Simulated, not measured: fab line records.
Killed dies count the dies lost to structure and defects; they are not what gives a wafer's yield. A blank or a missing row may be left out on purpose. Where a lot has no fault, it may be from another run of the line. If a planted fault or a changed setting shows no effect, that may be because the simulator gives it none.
Which tool did it? + flow sky130 + 33 wafers from 11 lots sampled at 5 of the route's 708 steps

WHAT THE GAUGES SHOWED, per wafer
SKY_SONOS_TUNNEL_OVL_MEAS_08. Usual: SONOS_TUNNEL_OVL typically reads -0.7 nm, with standard deviation 1.7.
| lot  | measured     | on         | SONOS_TUNNEL_OVL (nm) | flag |
|------|--------------|------------|-----------------------|------|
| L284 | day 11 10:53 | overlay-01 | -3.0 -2.8 -1.4        |      |
| L285 | day 11 20:53 | overlay-02 | -1.6 -2.2 -0.7        |      |
| L287 | day 12 08:20 | overlay-01 | -1.8 -2.8 -1.5        |      |
| L289 | day 13 07:38 | overlay-01 | -2.5 -3.1 -1.2        |      |
| L294 | day 14 13:02 | overlay-02 | -2.9 -2.1 -3.8        |      |
| L295 | day 14 18:34 | overlay-02 | -1.5 0.5 1.2          |      |
| L297 | day 15 23:32 | overlay-02 | -2.1 0.6 -1.5         |      |
| L299 | day 16 10:50 | overlay-02 | -3.2 -2.3 -0.5        |      |
| L302 | day 17 11:12 | overlay-01 | -0.2 -0.8 -0.8        |      |
| L303 | day 18 00:23 | overlay-01 | -4.7 -2.0 -3.2        |      |
| L305 | day 18 16:32 | overlay-02 | 0.6 1.2 -0.5          |      |

SKY_SONOS_ONO_THK_MEAS_01. Usual: SONOS_ONO_OXIDATION_THK typically reads 2.61 nm, with standard deviation 0.063.
| lot  | measured     | on           | SONOS_ONO_OXIDATION_THK (nm) | flag |
|------|--------------|--------------|------------------------------|------|
| L284 | day 11 12:59 | filmMetro-03 | 2.56 2.57 2.57               |      |
| L285 | day 12 00:46 | filmMetro-03 | 2.71 2.68 2.73               |      |
| L287 | day 12 11:40 | filmMetro-03 | 2.64 2.63 2.56               |      |
| L289 | day 13 10:02 | filmMetro-02 | 2.71 2.72 2.74               |      |
| L294 | day 14 15:41 | filmMetro-01 | 2.58 2.55 2.55               |      |
| L295 | day 14 21:25 | filmMetro-01 | 2.58 2.66 2.62               |      |
| L297 | day 16 01:25 | filmMetro-03 | 2.65 2.66 2.71               |      |
| L299 | day 16 12:59 | filmMetro-03 | 2.66 2.71 2.63               |      |
| L302 | day 17 14:01 | filmMetro-01 | 2.51 2.52 2.49               |      |
| L303 | day 18 02:19 | filmMetro-03 | 2.87 2.84 2.80               | OFF  |
| L305 | day 18 18:46 | filmMetro-01 | 2.78 2.87 2.82               | OFF  |

SKY_LDD_N_OVL_MEAS_07. Usual: LDD_N_OVL typically reads 0.0 nm, with standard deviation 1.3.
| lot  | measured     | on         | LDD_N_OVL (nm) | flag |
|------|--------------|------------|----------------|------|
| L284 | day 17 20:52 | overlay-01 | -2.5 -1.2 -3.6 |      |
| L285 | day 18 02:55 | overlay-02 | -1.9 -0.1 -0.2 |      |
| L287 | day 18 21:34 | overlay-01 | 0.5 -0.9 -1.5  |      |
| L289 | day 20 05:39 | overlay-02 | 0.7 0.6 1.2    |      |
| L294 | day 21 16:55 | overlay-01 | -0.9 -0.1 -1.6 |      |
| L295 | day 21 16:55 | overlay-02 | 0.9 0.7 0.6    |      |
| L297 | day 22 22:52 | overlay-01 | 0.2 1.5 0.7    |      |
| L299 | day 23 15:09 | overlay-02 | 2.1 0.9 2.5    |      |
| L302 | day 24 10:08 | overlay-01 | -1.4 -1.1 -1.2 |      |
| L303 | day 25 01:19 | overlay-02 | -2.1 0.3 -0.4  |      |
| L305 | day 25 14:19 | overlay-01 | 1.7 1.4 -1.4   |      |

EACH LOT AND THE TOOL THAT RAN IT (in order: tool; ch and the chambers of the sampled wafers; start)
| lot  | SKY_SONOS_ONO_OXIDATION_00    | SKY_POLY_GATE_ETCH_16             |
|------|-------------------------------|-----------------------------------|
| L284 | furnace-01 ch 0, day 11 11:38 | rieDiel-03 ch 1,2, day 16 12:14   |
| L285 | furnace-02 ch 0, day 11 23:25 | rieDiel-01 ch 0,1,3, day 16 19:38 |
| L287 | furnace-01 ch 0, day 12 10:19 | rieDiel-03 ch 0,1,2, day 17 12:55 |
| L289 | furnace-02 ch 0, day 13 08:42 | rieDiel-01 ch 0,1,2, day 18 19:19 |
| L294 | furnace-01 ch 0, day 14 14:20 | rieDiel-02 ch 2,3, day 20 08:22   |
| L295 | furnace-02 ch 0, day 14 20:02 | rieDiel-03 ch 0,2,3, day 20 08:24 |
| L297 | furnace-02 ch 0, day 16 00:03 | rieDiel-02 ch 1,2,3, day 21 13:42 |
| L299 | furnace-02 ch 0, day 16 11:38 | rieDiel-03 ch 0,1,3, day 22 02:26 |
| L302 | furnace-02 ch 0, day 17 12:38 | rieDiel-01 ch 0,3, day 23 02:56   |
| L303 | furnace-02 ch 0, day 18 00:56 | rieDiel-03 ch 2,3, day 23 17:27   |
| L305 | furnace-02 ch 0, day 18 17:24 | rieDiel-01 ch 0,3, day 24 06:29   |
- SKY_SONOS_ONO_OXIDATION_00: stabilise 600 s, purge 300 s, target thk 2.6 nm.
- SKY_POLY_GATE_ETCH_16: etches Si3N4 in CH3F/O2, stops on poly-Si, time 147.5 s, target depth 75 nm.

AS READ BY THE TOOLS THEMSELVES (means over the sampled wafers that have a number; for cases with no such wafer, the mark the record gives instead)
SKY_SONOS_ONO_OXIDATION_00. Usual: spikeTcBottomC 822.2 C, standard deviation 1.5; spikeTcCentreC 800.2 C, standard deviation 0.93; spikeTcLowerC 800.9 C, standard deviation 1.3; spikeTcTopC 817.3 C, standard deviation 2.3; spikeTcUpperC 800.1 C, standard deviation 1.5; tubeCenterTempC 800 C, standard deviation 0.072; tube_center_temp_C_max 802.1, standard deviation 0.36; zonePowerTopPct 29.3 %, standard deviation 0.49.
| lot  | tool       | spikeTcBottomC (C) | spikeTcCentreC (C) | spikeTcLowerC (C) | spikeTcTopC (C) | spikeTcUpperC (C) | tubeCenterTempC (C) | tube_center_temp_C_max | zonePowerTopPct (%) | flag |
|------|------------|--------------------|--------------------|-------------------|-----------------|-------------------|---------------------|------------------------|---------------------|------|
| L284 | furnace-01 | 821.9              | 800.7              | 802.6             | 814.8           | 799.6             | 800                 | 802.3                  | 29.7                |      |
| L285 | furnace-02 | 822.2              | 800.1              | 800.7             | 818.7           | 801.2             | 800                 | 802.0                  | 29.2                |      |
| L287 | furnace-01 | 821.6              | 799.1              | 800.7             | 814.8           | 799.1             | 800                 | 801.9                  | 29.9                |      |
| L289 | furnace-02 | 823.4              | 800.0              | 801.0             | 819.8           | 800.8             | 800                 | 801.8                  | 28.9                |      |
| L294 | furnace-01 | 821.7              | 800.8              | 801.8             | 815.5           | 798.2             | 800                 | 802.1                  | 29.5                |      |
| L295 | furnace-02 | 824.2              | 799.4              | 798.9             | 818.5           | 801.6             | 800                 | 801.7                  | 29.4                |      |
| L297 | furnace-02 | 822.6              | 799.9              | 799.9             | 820.3           | 801.6             | 800                 | 802.2                  | 28.7                |      |
| L299 | furnace-02 | 822.7              | 800.5              | 800.2             | 818.9           | 801.0             | 800                 | 802.0                  | 28.8                |      |
| L302 | furnace-02 | 824.1              | 800.4              | 799.6             | 818.4           | 800.8             | 800                 | 801.7                  | 28.9                |      |
| L303 | furnace-02 | 828.6              | 804.8              | 805.4             | 823.7           | 806.9             | 805                 | 807.3                  | 29.5                | OFF  |
| L305 | furnace-02 | 827.8              | 805.1              | 805.8             | 824.4           | 806.2             | 805                 | 807.1                  | 29.0                | OFF  |

SKY_POLY_GATE_ETCH_16. Usual: drypumpMotorCurrentA 5.7 A, standard deviation 0.31; oesProductAu 0.639 a.u., standard deviation 0.0053; throttleValvePct 10.535 %, standard deviation 0.009.
| lot  | tool       | drypumpMotorCurrentA (A) | oesProductAu (a.u.) | throttleValvePct (%) | flag |
|------|------------|--------------------------|---------------------|----------------------|------|
| L284 | rieDiel-03 | 5.8                      | 0.643               | 10.533               |      |
| L285 | rieDiel-01 | 5.8                      | 0.638               | 10.532               |      |
| L287 | rieDiel-03 | 5.8                      | 0.643               | 10.532               |      |
| L289 | rieDiel-01 | 5.7                      | 0.641               | 10.534               |      |
| L294 | rieDiel-02 | 5.2                      | 0.639               | 10.534               |      |
| L295 | rieDiel-03 | 5.8                      | 0.638               | 10.526               |      |
| L297 | rieDiel-02 | 5.4                      | 0.643               | 10.536               |      |
| L299 | rieDiel-03 | 5.7                      | 0.632               | 10.532               |      |
| L302 | rieDiel-01 | 5.9                      | 0.637               | 10.535               |      |
| L303 | rieDiel-03 | 5.9                      | 0.638               | 10.527               |      |
| L305 | rieDiel-01 | 5.9                      | 0.641               | 10.538               |      |

THE ANSWER, worked out from the rows above alone
Rule: a lot is off if the mean of its wafers that have a number lies more than 3 standard deviations from the usual mean. Also off: a lot with no number at a reading for which 4 or more lots have one. Where the step has rows for the other lots, those lots are counted as sound. The gauges are gone through in route order, then the tools' own readings, and for those a lot's mean is taken as printed above. The first step at which some lot is off is used, and at that step the reading that is off furthest; a lot without a number counts as furthest.
Off: L303, L305, seen at SKY_SONOS_ONO_THK_MEAS_01 (SONOS_ONO_OXIDATION_THK).
A tool fits if, at a process step before that reading, it ran every lot that is off, and no sound lot after the first of them. The gauges at SKY_SONOS_ONO_THK_MEAS_01 aren't tried: what is off there is off at SKY_SONOS_ONO_OXIDATION_00 too, on other tools, and a gauge's error can't cause that. One fits: furnace-02 at SKY_SONOS_ONO_OXIDATION_00. A fault onset in the window from L302 (day 17 12:38, its last sound lot) to L303 (day 18 00:56, its first lot off) fits.
The tool's own readings at SKY_SONOS_ONO_OXIDATION_00 bear it out: on the lots that are off they differ by more than 5 times the standard deviation of the sound lots' means. spikeTcBottomC reads 828.2 C there against 822.7 C on the sound lots; spikeTcCentreC reads 805.0 C there against 800.1 C on the sound lots; spikeTcUpperC reads 806.5 C there against 800.4 C on the sound lots; tubeCenterTempC reads 805 C there against 800 C on the sound lots; tube_center_temp_C_max reads 807.2 there against 802.0 on the sound lots.

WHAT THE SIMULATOR HAD INSERTED
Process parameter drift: furnace-02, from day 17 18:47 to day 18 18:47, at SKY_SONOS_ONO_OXIDATION_00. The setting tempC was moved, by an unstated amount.
Struck lots among those shown: L303, L305. The rule above found the same.
